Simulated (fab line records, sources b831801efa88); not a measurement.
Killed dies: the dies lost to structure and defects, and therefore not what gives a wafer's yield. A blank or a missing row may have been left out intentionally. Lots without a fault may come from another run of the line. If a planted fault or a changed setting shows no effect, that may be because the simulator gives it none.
Matching of chambers    flow sky130    SKY_LI_CONTACT_CMP_02 on cmp-01 has 4 sister chambers
The step polishes PSG. 8 wafers are shown with their chamber, then 7 later ones without.

WAFERS PAIRED WITH THEIR CHAMBERS
wafer   chamber  motor_current_A (A)  edge_zone_pressure_frac
L428.4  2        11.9                 1.001
L428.5  0        11.5                 0.996
L437.4  0        11.8                 0.996
L439.1  3        12.2                 1.002
L439.3  1        13.0                 1.007
L439.6  1        13.2                 1.004
L440.1  2        10.9                 0.999
L440.3  3        13.1                 1.003

WAFERS WITH NO CHAMBER GIVEN
wafer   motor_current_A (A)  edge_zone_pressure_frac
L440.4  13.2                 0.998
L444.1  11.3                 0.998
L444.4  12.7                 1.003
L444.5  12.3                 1.003
L446.3  12.8                 1.008
L446.4  12.5                 0.993
L446.5  10.9                 0.998

EACH ONE'S CHAMBER
wafer    from the rows above            in truth
L440.4   can't be placed: 0 or 3 or 2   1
L444.1   can't be placed: 2 or 0        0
L444.4   can't be placed: 3 or 1        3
L444.5   can't be placed: 3 or 1        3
L446.3   1                              1
L446.4   0                              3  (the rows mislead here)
L446.5   can't be placed: 2 or 0        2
Correct placement for 1 of the 7. From these rows, 5 cannot be placed; in 4 the true chamber is one of the candidates. Number placed wrongly: 1.
How it was worked out, from the rows above alone: a wafer's distance from a chamber is the root of the sum, over the readings, of the square of ((its reading less the chamber's mean) divided by the reading's scatter). If the next closest chamber is less than 2 further off than the closest, the wafer can't be placed; otherwise it belongs to the closest. A chamber's mean is the mean of its shown wafers. The scatter is the square root of a quotient: the sum, over the shown wafers, of each reading's squared deviation from its chamber's mean, divided by wafers minus chambers.
